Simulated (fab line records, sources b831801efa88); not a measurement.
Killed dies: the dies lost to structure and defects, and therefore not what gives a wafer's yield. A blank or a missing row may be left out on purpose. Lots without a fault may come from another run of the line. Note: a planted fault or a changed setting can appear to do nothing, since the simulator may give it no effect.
Which tool was responsible? | flow gf180mcu | 12 lots with 36 wafers sampled at 5 steps, on a route of 602 steps

== WHAT EACH GAUGE READ, for each wafer ==
GF_M3_CD_MEAS_14: target cd 280 nm. Usual: cdNm 280.2 nm, standard deviation 1.1.
lot  | measured     | on       | cdNm (nm)         | flag
L571 | day 21 02:41 | cdSem-01 | 280.7 282.2 282.8 | 
L572 | day 21 12:58 | cdSem-01 | 281.1 280.0 280.9 | 
L573 | day 22 04:23 | cdSem-01 | 280.2 281.0 281.0 | 
L574 | day 22 07:27 | cdSem-02 | 279.5 281.0 280.0 | 
L575 | day 22 15:44 | cdSem-02 | 279.9 278.6 279.9 | 
L576 | day 23 07:23 | cdSem-01 | 278.6 277.2 277.7 | 
L577 | day 23 12:47 | cdSem-02 | 282.2 280.8 281.4 | 
L581 | day 25 18:43 | cdSem-02 | 279.8 279.6 279.7 | 
L586 | day 27 03:04 | cdSem-02 | 282.4 281.5 281.5 | 
L590 | day 28 07:26 | cdSem-01 | 279.8 279.3 280.0 | 
L592 | day 28 13:17 | cdSem-01 | 278.5 279.5 279.7 | 
L593 | day 29 03:55 | cdSem-01 | 280.7 280.4 280.1 | 

GF_V3_THK_MEAS_03. Usual: for V3_CVD_02_THK the level is 852 nm and the standard deviation is 9.9.
lot  | measured     | on           | V3_CVD_02_THK (nm) | flag
L571 | day 21 03:42 | filmMetro-04 | 846 851 859        | 
L572 | day 21 13:59 | filmMetro-02 | 834 852 863        | 
L573 | day 22 05:23 | filmMetro-04 | 837 851 868        | 
L574 | day 22 08:27 | filmMetro-03 | 850 879 861        | 
L575 | day 22 16:47 | filmMetro-03 | 835 840 846        | 
L576 | day 23 08:26 | filmMetro-02 | 852 846 864        | 
L577 | day 23 13:52 | filmMetro-04 | 861 864 866        | 
L581 | day 25 19:43 | filmMetro-04 | 852 849 854        | 
L586 | day 27 04:27 | filmMetro-02 | 847 950 851        | OFF
L590 | day 28 08:26 | filmMetro-03 | 839 848 864        | 
L592 | day 28 14:18 | filmMetro-02 | 850 861 871        | 
L593 | day 29 04:56 | filmMetro-03 | 843 845 852        | 

GF_V3_BOW_MEAS_05. Usual: for V3_BOW the level is 117 um and the standard deviation is 9.2.
lot  | measured     | on           | V3_BOW (um) | flag
L571 | day 21 04:04 | filmMetro-02 | 122 129 133 | 
L572 | day 21 14:20 | filmMetro-03 | 130 123 104 | 
L573 | day 22 05:46 | filmMetro-04 | 107 121 113 | 
L574 | day 22 08:50 | filmMetro-02 | 119 95 99   | 
L575 | day 22 17:09 | filmMetro-03 | 116 113 116 | 
L576 | day 23 08:49 | filmMetro-02 | 123 124 113 | 
L577 | day 23 14:14 | filmMetro-02 | 127 118 129 | 
L581 | day 25 20:06 | filmMetro-02 | 109 124 117 | 
L586 | day 27 04:49 | filmMetro-02 | 122 100 115 | 
L590 | day 28 08:49 | filmMetro-04 | 117 109 114 | 
L592 | day 28 14:40 | filmMetro-03 | 124 120 121 | 
L593 | day 29 05:18 | filmMetro-02 | 109 126 122 | 

== WHAT TOOL EACH LOT RAN ON (gives the tool, then ch and the chambers of the sampled wafers, and finally the start) ==
lot  | GF_V3_CVD_02                    | GF_V3_CMP_04
L571 | pecvd-03 ch 0,1,2, day 21 03:37 | cmp-01 ch 0,2, day 21 03:45
L572 | pecvd-02 ch 0,1,2, day 21 13:55 | cmp-02 ch 0,3, day 21 14:02
L573 | pecvd-02 ch 0,1,2, day 22 05:19 | cmp-02 ch 1,2, day 22 05:26
L574 | pecvd-03 ch 0,1, day 22 08:22   | cmp-02 ch 0,1,2, day 22 08:35
L575 | pecvd-02 ch 1,2, day 22 16:43   | cmp-01 ch 1,3, day 22 16:51
L576 | pecvd-03 ch 0,1,2, day 23 08:22 | cmp-01 ch 1,2,3, day 23 08:29
L577 | pecvd-02 ch 1,2, day 23 13:47   | cmp-02 ch 1,2,3, day 23 14:01
L581 | pecvd-02 ch 0,1,2, day 25 19:38 | cmp-01 ch 0,1,3, day 25 19:53
L586 | pecvd-02 ch 0,1,2, day 27 04:22 | cmp-02 ch 0,1,2, day 27 04:31
L590 | pecvd-03 ch 1,2, day 28 08:22   | cmp-01 ch 0,3, day 28 08:29
L592 | pecvd-03 ch 1,2, day 28 14:13   | cmp-01 ch 0,2, day 28 14:21
L593 | pecvd-04 ch 0,1,2, day 29 04:52 | cmp-01 ch 0,2,3, day 29 05:00
- GF_V3_CVD_02: deposits SiO2 from TEOS, target thk 850 nm, time 94.851 s.
- GF_V3_CMP_04: polishes SiO2.

== WHAT THE TOOLS THEMSELVES READ (means of the sampled wafers that have a number; where no wafer has one, the mark that the record gives instead) ==
GF_V3_CVD_02. Usual: heaterPowerW 668 W, standard deviation 87; rfFwdPowerW 596.3 W, standard deviation 2.
lot  | tool     | heaterPowerW (W) | rfFwdPowerW (W) | flag
L571 | pecvd-03 | 693              | 597.0           | 
L572 | pecvd-02 | 642              | 596.2           | 
L573 | pecvd-02 | 631              | 595.9           | 
L574 | pecvd-03 | 686              | 597.4           | 
L575 | pecvd-02 | 658              | 598.0           | 
L576 | pecvd-03 | 744              | 596.3           | 
L577 | pecvd-02 | 645              | 597.0           | 
L581 | pecvd-02 | 624              | 597.7           | 
L586 | pecvd-02 | 640              | 595.1           | 
L590 | pecvd-03 | 679              | 596.9           | 
L592 | pecvd-03 | 744              | 596.2           | 
L593 | pecvd-04 | 608              | 596.4           | 

GF_V3_CMP_04. Usual: motorCurrentA 11.6 A, standard deviation 1; timeToEndpointS 81 s, standard deviation 4.7.
lot  | tool   | motorCurrentA (A) | timeToEndpointS (s) | flag
L571 | cmp-01 | 12.0              | 84                  | 
L572 | cmp-02 | 11.3              | 80                  | 
L573 | cmp-02 | 11.9              | 81                  | 
L574 | cmp-02 | 11.4              | 88                  | 
L575 | cmp-01 | 12.0              | 74                  | 
L576 | cmp-01 | 11.5              | 80                  | 
L577 | cmp-02 | 11.3              | 89                  | 
L581 | cmp-01 | 11.2              | 82                  | 
L586 | cmp-02 | 11.6              | 95                  | 
L590 | cmp-01 | 10.6              | 77                  | 
L592 | cmp-01 | 11.7              | 83                  | 
L593 | cmp-01 | 11.1              | 76                  | 

== THE ANSWER, worked out from the rows above alone ==
Rule: lot off if the mean of its wafers having a number is beyond 3 standard deviations from the usual mean. Also off: a lot with no number at a reading for which 4 or more lots have one. The other lots that the step has rows for count as sound. Order of review: gauges by route order, followed by the tools' own readings, for which a lot's mean as printed above is used. The first step at which some lot is off is used, and at that step the reading that is off furthest; a lot without a number counts as furthest.
Off: L586, seen at GF_V3_THK_MEAS_03 (V3_CVD_02_THK).
If a tool, at a process step before that reading, ran all the lots that are off and no sound lot after the first of them, it fits. The gauges at GF_V3_THK_MEAS_03 are tried like those tools. One fits: pecvd-02 at GF_V3_CVD_02. A fault onset in the window from L581 (day 25 19:38, its last sound lot) to L586 (day 27 04:22, its first lot off) fits.

== WHAT WAS PUT IN BY THE SIMULATOR ==
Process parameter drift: pecvd-02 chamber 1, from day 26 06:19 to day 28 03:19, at GF_V3_CVD_02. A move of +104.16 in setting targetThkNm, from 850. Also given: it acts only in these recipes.
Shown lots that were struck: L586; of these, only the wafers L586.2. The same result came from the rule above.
